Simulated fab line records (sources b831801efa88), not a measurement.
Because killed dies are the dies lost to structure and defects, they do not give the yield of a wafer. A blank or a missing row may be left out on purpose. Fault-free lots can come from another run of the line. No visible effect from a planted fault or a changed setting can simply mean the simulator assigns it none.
fab line records	flow gf180mcu
record: lots: 11	wafers: 31	last-day: 34
route steps=602 shown STI@4 MVSD@73 VT_IMPLANT@135
lots untouched by any fault: they come from a run of this same line in which no faults occurred
start-h: the number of hours between the record's first day and the start of the first shown wafer of the lot	wait-h: hours elapsed since this lot's preceding step	" repeats the value in the row above	L1.1+2: a row that stands for several wafers	- no value, or no start given	* or withheld: withheld	< > ~ a bound
route shown NAME@n: NAME is a module with steps in the file, n the number in the route of the first one	usual: mean/standard deviation of fault-free wafers	same: alike in all rows	chamber/n: place in a boat	sites: per-site readings	_std_site: the standard deviation of these	_edge_site: inner sites' mean taken away from outer sites' mean	radius-mm: for every site, how far away it sits from the centre of the wafer	mask NAME#n: copy n	behind: tool/chamber where the wafer was last shaped	hold: what put the lot on hold/how long, in hours/how the hold closed	device: whichever transistor did not switch (one of n, p or np)	end of line: the route-end tests of the same wafers	a step given without rows: its recipe and nothing more	killed: dies lost to structure and defects at the first sort, not the wafer's yield	map: the dies of a wafer, with x for killed, . for not killed, _ for no die there
set.NAME: the setting the step ran with; set.NAME@STEP: the setting that earlier step ran with	model.NAME: the simulator's own value behind a step, which no gauge read
steps of the route over a sample of lots; a table a step, a row a wafer
services: the hour from which a tool's chamber was out of use, counted from the record's first day as start-h (under 0 if before that day), plus the number of hours and why
== steps ==
step: GF_STI_CVD_03
recipe: material: Si3N4	precursor: DCS/NH3	target-thk-nm: 207.16	temp-c: 770	time-s: 3551	pressure-mtorr: 250
usual: spike-tc-centre-C: 770.5/1.1	spike-tc-lower-C: 770.5/0.89	spike-tc-top-C: 782.2/1.2	spike-tc-upper-C: 770.6/1.3	susceptor-temp-C: 770.0/0.32	zone-power-lower-pct: 12.6/1.2	zone-power-top-pct: 27.2/2.6
lot.wafer	tool	chamber	start-h	wait-h	spike-tc-centre-C	spike-tc-lower-C	spike-tc-top-C	spike-tc-upper-C	susceptor-temp-C	zone-power-lower-pct	zone-power-top-pct
L763.1	lpcvd-01	1	11.57	0.1	770.7	771.0	782.9	770.9	770.7	10.3	31.1
L763.5	"	1	"	"	771.1	770.2	781.7	770.2	770.3	10.3	31.0
L764.2	lpcvd-02	1	16.57	0.0	769.9	771.0	780.6	772.6	769.8	13.4	28.1
L764.3	"	1	"	"	770.5	769.8	782.2	771.0	770.0	13.5	28.2
L764.4	"	1	"	"	771.0	770.2	781.6	769.5	769.9	13.8	28.0
L766.2	lpcvd-02	0	26.57	0.0	771.0	769.7	782.8	770.4	769.5	13.1	25.5
L766.3	"	0	"	"	769.4	769.7	782.8	770.0	769.8	12.8	26.5
L766.6	"	0	"	"	771.6	769.3	784.5	772.2	769.7	13.1	26.0
L769.1	lpcvd-02	1	41.57	0.1	769.5	770.1	780.2	771.4	769.9	13.5	28.9
L769.5	"	1	"	"	771.5	770.7	779.7	771.3	770.1	13.4	28.0
L769.6	"	1	"	"	770.2	770.8	781.8	771.4	770.0	13.4	28.5
L774.1	lpcvd-01	1	66.57	0.1	779.9	779.9	790.2	779.9	778.2	10.5	31.2
L774.4	"	1	"	"	780.1	779.6	788.3	779.8	779.1	10.4	31.7
L774.6	"	1	"	"	780.9	780.1	791.2	778.3	778.2	10.4	31.7
L775.1	lpcvd-01	0	71.91	0.1	776.4	779.9	790.1	778.4	778.3	13.9	23.7
L775.3	"	0	"	"	779.3	777.8	790.2	777.7	777.8	13.8	23.3
L775.6	"	0	"	"	778.6	779.3	788.0	778.9	778.5	13.7	23.7
L781.2	lpcvd-02	0	101.57	0.0	769.5	770.7	782.9	770.2	770.0	12.9	26.5
L781.5	"	0	"	"	771.5	771.0	784.2	770.5	769.9	12.7	26.3
L781.6	"	0	"	"	770.6	770.3	783.7	772.1	770.2	13.0	25.9
L782.1	lpcvd-02	0	106.57	0.1	770.0	771.3	782.6	771.1	770.1	12.8	26.1
L782.3	"	0	"	"	772.4	770.5	783.7	769.8	769.6	12.9	25.8
L782.5	"	0	"	"	771.3	771.1	783.1	769.6	770.2	12.9	25.7
L783.1	lpcvd-02	1	111.57	0.1	769.9	771.3	780.6	770.7	769.8	13.4	28.3
L783.4	"	1	"	"	769.1	770.3	782.1	769.8	769.8	13.3	28.5
L784.3	lpcvd-02	0	117.06	0.0	769.7	771.4	782.2	771.2	769.7	12.8	25.9
L784.5	"	0	"	"	770.7	769.5	782.6	773.0	769.6	12.9	26.0
L784.6	"	0	"	"	770.3	769.6	783.5	772.1	769.8	12.8	26.2
L786.3	lpcvd-02	0	126.87	0.0	767.9	770.5	780.7	769.1	770.4	12.8	26.2
L786.5	"	0	"	"	769.7	769.5	781.6	771.6	769.9	13.0	26.0
L786.6	"	0	"	"	769.2	771.9	782.5	770.4	770.4	12.8	25.5
step: GF_STI_THK_MEAS_04
recipe: reads: Si3N4_of_STI_CVD_03
usual: STI_CVD_03_THK: 208.2/2
lot.wafer	tool	chamber	start-h	wait-h	STI_CVD_03_THK[nm]
L763.1	film-metro-04	-	13.56	0.0	205.1
L763.5	"	-	"	"	204.1
L764.2	film-metro-04	-	18.57	0.0	209.3
L764.3	"	-	"	"	211.0
L764.4	"	-	"	"	208.6
L766.2	film-metro-04	-	28.57	0.0	207.0
L766.3	"	-	"	"	207.7
L766.6	"	-	"	"	209.3
L769.1	film-metro-01	-	44.55	0.0	209.3
L769.5	"	-	"	"	209.1
L769.6	"	-	"	"	209.6
L774.1	film-metro-04	-	68.56	0.0	244.8
L774.4	"	-	"	"	241.6
L774.6	"	-	"	"	243.1
L775.1	film-metro-01	-	74.88	0.0	241.1
L775.3	"	-	"	"	241.4
L775.6	"	-	"	"	240.7
L781.2	film-metro-04	-	103.57	0.0	207.8
L781.5	"	-	"	"	207.8
L781.6	"	-	"	"	208.5
L782.1	film-metro-04	-	108.56	0.0	211.2
L782.3	"	-	"	"	211.2
L782.5	"	-	"	"	211.7
L783.1	film-metro-01	-	113.56	0.0	210.7
L783.4	"	-	"	"	210.9
L784.3	film-metro-04	-	119.07	0.0	206.2
L784.5	"	-	"	"	206.6
L784.6	"	-	"	"	209.0
L786.3	film-metro-02	-	128.88	0.0	205.0
L786.5	"	-	"	"	205.5
L786.6	"	-	"	"	205.2
step: GF_STI_CD_MEAS_12
recipe: target-cd-nm: 220
usual: cd-nm: 219.8/1.3
lot.wafer	tool	chamber	start-h	wait-h	cd-nm
L763.1	cd-sem-01	-	24.41	0.1	218.2
L763.5	"	-	"	"	218.6
L764.2	cd-sem-01	-	30.93	0.1	221.5
L764.3	"	-	"	"	220.1
L764.4	"	-	"	"	222.2
L766.2	cd-sem-01	-	40.83	0.1	221.8
L766.3	"	-	"	"	220.8
L766.6	"	-	"	"	220.8
L769.1	cd-sem-02	-	57.66	0.1	219.0
L769.5	"	-	"	"	220.0
L769.6	"	-	"	"	221.1
L774.1	cd-sem-01	-	82.26	0.1	218.6
L774.4	"	-	"	"	220.3
L774.6	"	-	"	"	219.5
L775.1	cd-sem-02	-	88.41	0.1	219.1
L775.3	"	-	"	"	218.7
L775.6	"	-	"	"	220.7
L781.2	cd-sem-02	-	118.43	0.1	219.4
L781.5	"	-	"	"	220.6
L781.6	"	-	"	"	218.8
L782.1	cd-sem-02	-	123.26	0.1	221.2
L782.3	"	-	"	"	220.6
L782.5	"	-	"	"	220.2
L783.1	cd-sem-02	-	128.46	0.1	219.2
L783.4	"	-	"	"	218.3
L784.3	cd-sem-02	-	133.65	0.1	221.0
L784.5	"	-	"	"	220.0
L784.6	"	-	"	"	219.1
L786.3	cd-sem-01	-	143.60	0.1	217.3
L786.5	"	-	"	"	218.4
L786.6	"	-	"	"	218.5
step: GF_STI_ETCH_13
recipe: chemistry: CHF3/O2	stop-on: Si	over-etch-frac: 0.3	target-depth-a: 2823.1	source-w: 600	bias-w: 200	pressure-mtorr: 40	chf3-flow-sccm: 50	O2_flow_sccm: 5	time-s: 112.9
usual: O2_flow_sccm: 4.999/0.014	chamber-pressure-mTorr: 40.00/0.036	chf3-flow-sccm: 50.01/0.15	drypump-motor-current-A: 5.7/0.38	oes-product-au: 0.835/0.0063	throttle-valve-pct: 8.811/0.0093
lot.wafer	tool	chamber	start-h	wait-h	O2_flow_sccm	chamber-pressure-mTorr	chf3-flow-sccm	drypump-motor-current-A	oes-product-au	rf-hours-counter-h	throttle-valve-pct
L763.1	rie-diel-03	0	24.53	0.1	4.986	39.99	49.94	5.6	0.830	5	8.812
L763.5	"	3	"	"	4.958	39.98	49.92	6.2	0.825	-	8.809
L764.2	rie-diel-03	2	31.03	0.1	5.000	40.01	50.21	5.1	0.830	61	8.813
L764.3	"	0	"	"	4.997	40.02	50.14	5.6	0.839	6	8.801
L764.4	"	1	"	"	4.974	39.94	49.87	5.4	0.844	88	8.809
L766.2	rie-diel-03	2	40.93	0.1	5.007	39.97	49.90	5.1	0.820	61	8.814
L766.3	"	3	"	"	5.007	39.99	49.78	6.2	0.833	119	8.818
L766.6	"	3	"	"	5.013	39.97	49.82	6.1	0.833	-	8.830
L769.1	rie-diel-02	3	57.78	0.1	5.005	40.01	49.94	6.1	0.841	80	8.813
L769.5	"	0	"	"	5.002	39.99	49.69	5.6	0.833	-	8.817
L769.6	"	1	"	"	5.003	40.04	50.02	5.8	0.835	-	8.806
L774.1	rie-diel-02	2	82.38	0.1	4.990	40.05	49.95	5.9	0.917	16	8.839
L774.4	"	3	"	"	5.001	40.06	50.15	6.1	0.909	81	8.825
L774.6	"	2	"	"	4.998	39.99	49.88	5.9	0.908	-	8.829
L775.1	rie-diel-01	0	88.53	0.1	5.001	39.98	49.99	5.8	0.918	3	8.840
L775.3	"	2	"	"	4.985	39.97	49.86	5.5	0.899	64	8.826
L775.6	"	1	"	"	4.965	40.06	50.08	5.2	0.909	-	8.845
L781.2	rie-diel-03	1	118.53	0.1	5.015	39.98	50.01	5.4	0.834	90	8.799
L781.5	"	2	"	"	4.994	40.00	49.97	5.1	0.840	-	8.825
L781.6	"	1	"	"	4.993	40.01	50.03	5.4	0.839	-	8.820
L782.1	rie-diel-02	3	123.38	0.1	5.023	39.99	50.01	6.1	0.834	82	8.812
L782.3	"	1	"	"	4.989	40.00	49.68	5.8	0.841	4	8.815
L782.5	"	2	"	"	5.021	39.94	50.15	5.9	0.842	-	8.814
L783.1	rie-diel-03	0	128.58	0.1	5.022	39.93	49.92	5.6	0.839	8	8.830
L783.4	"	1	"	"	4.978	40.00	50.00	5.4	0.840	91	8.806
L784.3	rie-diel-03	0	133.73	0.1	4.996	40.00	49.96	5.6	0.826	8	8.806
L784.5	"	2	"	"	5.004	40.01	50.03	5.1	0.832	-	8.815
L784.6	"	1	"	"	4.992	40.06	49.90	5.4	0.842	-	8.806
L786.3	rie-diel-01	1	143.68	0.1	5.015	40.00	50.39	5.2	0.827	125	8.822
L786.5	"	1	"	"	5.013	40.02	50.18	5.1	0.828	-	8.817
L786.6	"	0	"	"	4.993	39.98	49.89	5.7	0.833	-	8.806
step: GF_MVSD_OVL_MEAS_07
usual: MVSD_OVL: 0.1/1.4
lot.wafer	tool	chamber	start-h	wait-h	MVSD_OVL[nm]
L763.1	overlay-02	-	82.36	-	0.3
L763.5	"	-	"	"	-0.2
L764.2	overlay-02	-	88.77	-	1.6
L764.3	"	-	"	"	0.7
L764.4	"	-	"	"	0.8
L766.2	overlay-02	-	99.52	-	-1.1
L766.3	"	-	"	"	-1.5
L766.6	"	-	"	"	-1.3
L769.1	overlay-02	-	119.01	-	2.0
L769.5	"	-	"	"	0.5
L769.6	"	-	"	"	-0.3
L774.1	overlay-02	-	146.16	-	0.6
L774.4	"	-	"	"	0.5
L774.6	"	-	"	"	0.9
L775.1	overlay-02	-	154.41	-	0.1
L775.3	"	-	"	"	0.8
L775.6	"	-	"	"	3.1
L781.2	overlay-02	-	188.17	-	2.0
L781.5	"	-	"	"	3.8
L781.6	"	-	"	"	-0.2
L782.1	overlay-01	-	192.96	-	-1.3
L782.3	"	-	"	"	-0.5
L782.5	"	-	"	"	-2.3
L783.1	overlay-02	-	197.01	-	1.6
L783.4	"	-	"	"	1.4
L784.3	overlay-01	-	203.62	-	-0.6
L784.5	"	-	"	"	-1.4
L784.6	"	-	"	"	1.5
L786.3	overlay-01	-	215.17	-	1.7
L786.5	"	-	"	"	-0.8
L786.6	"	-	"	"	0.8
step: GF_VT_IMPLANT_RTA_45
recipe: temp-c: 1050	time-s: 30	ambient: N2
usual: chamber-o2-ppm: 1.999/0.025	lamp-power-pct: 34.3/1.6	wafer_temp_C_max: 1054.0/1.3
lot.wafer	tool	chamber	start-h	wait-h	chamber-o2-ppm	lamp-power-pct	wafer_temp_C_max
L763.1	rtp-anneal-01	0	157.81	0.0	1.993	35.7	1053.8
L763.5	"	0	"	"	2.024	35.7	1052.6
L764.2	rtp-anneal-01	0	163.99	0.0	2.001	35.7	1053.2
L764.3	"	0	"	"	1.991	35.7	1053.6
L764.4	"	0	"	"	2.031	35.7	1052.9
L766.2	rtp-anneal-01	0	177.74	0.0	2.010	35.7	1053.6
L766.3	"	0	"	"	1.995	35.7	1054.9
L766.6	"	0	"	"	2.011	35.7	1052.7
L769.1	rtp-anneal-02	0	198.46	0.0	1.989	32.4	1053.7
L769.5	"	0	"	"	1.999	32.4	1055.2
L769.6	"	0	"	"	1.980	32.4	1055.6
L774.1	rtp-anneal-02	0	232.89	0.0	1.992	32.4	1053.9
L774.4	"	0	"	"	1.978	32.4	1055.7
L774.6	"	0	"	"	2.008	32.4	1055.5
L775.1	rtp-anneal-01	0	238.91	0.0	2.030	35.7	1053.7
L775.3	"	0	"	"	1.978	35.7	1052.8
L775.6	"	0	"	"	2.010	35.7	1053.7
L781.2	rtp-anneal-02	0	280.58	0.0	2.025	32.4	1054.8
L781.5	"	0	"	"	1.992	32.4	1055.5
L781.6	"	0	"	"	1.997	32.4	1055.5
L782.1	rtp-anneal-02	0	285.02	0.0	1.963	32.4	1054.0
L782.3	"	0	"	"	1.999	32.3	1056.4
L782.5	"	0	"	"	1.987	32.4	1055.0
L783.1	rtp-anneal-02	0	291.56	0.0	1.988	32.4	1055.7
L783.4	"	0	"	"	1.990	32.4	1056.9
L784.3	rtp-anneal-02	0	297.34	0.0	2.023	32.3	1053.4
L784.5	"	0	"	"	2.013	32.4	1056.4
L784.6	"	0	"	"	1.986	32.4	1053.9
L786.3	rtp-anneal-01	0	312.54	0.0	2.033	35.7	1053.6
L786.5	"	0	"	"	1.992	35.7	1054.2
L786.6	"	0	"	"	2.008	35.7	1052.8
== services ==
tool	chamber	start-h	hours	kind
rie-diel-03	1	-11.93	21.2	repair
rie-diel-02	2	-5.76	19.5	repair
rie-diel-01	0	-2.39	-	clean
rie-diel-01	0	-2.39	13.3	scheduled-down
rtp-anneal-02	-	2.21	6.6	pm
rie-diel-02	1	6.74	3.0	repair
rie-diel-03	0	19.55	1.5	repair
rie-diel-02	0	33.08	5.5	repair
rie-diel-02	1	34.57	9.2	repair
rie-diel-01	-	66.88	0.5	repair
lpcvd-01	-	68.56	2.8	pm
rie-diel-02	-	78.93	0.6	repair
rie-diel-01	2	86.92	1.3	repair
rtp-anneal-01	-	122.42	4.9	pm
rie-diel-01	2	123.75	10.2	repair
rie-diel-01	3	134.05	7.8	repair
rie-diel-01	-	151.90	0.3	repair
lpcvd-02	-	161.36	6.0	pm
rie-diel-02	1	163.29	3.3	repair
rie-diel-01	1	188.02	10.4	repair
rie-diel-01	2	199.44	7.1	repair
rie-diel-03	0	200.22	9.2	repair
rie-diel-01	-	221.45	2.8	pm
rie-diel-02	3	264.94	17.2	repair
== key ==
first-sign: step: GF_STI_CVD_03	reading: susceptor-temp-C	direction: up	sigmas: 26	usual: *	struck: *
effect: step: GF_STI_CVD_03	reading: spike-tc-lower-C	direction: up	sigmas: 10	usual: 770.5	struck: 779.4
effect: step: GF_STI_THK_MEAS_04	reading: STI_CVD_03_THK	direction: up	sigmas: 17	usual: 208.2	struck: 242.1
effect: step: GF_STI_ETCH_13	reading: oes-product-au	direction: up	sigmas: 12	usual: 0.835	struck: 0.910
met-at GF_STI_CVD_03
struck-lots L774,L775
tester-left-out L774,L775
not-acting-at GF_STI_CD_MEAS_12,GF_MVSD_OVL_MEAS_07,GF_VT_IMPLANT_RTA_45
onset-between 11.57 66.57
fault: kind: process-parameter-drift	tool: lpcvd-01	chamber: -	onset-h: 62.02	steps: GF_STI_CVD_03	channel: temp-c	offset: *	shape: step	end-h: 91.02	acts-in: *	stated: *
tester-left-out: of these lots the tester's yield and bins aren't shown, on N5 and GAA mostly nor the transistor test; their killed dies are dies lost to structure and defects alone, not to doping, threshold or leakage, so they don't give the yield
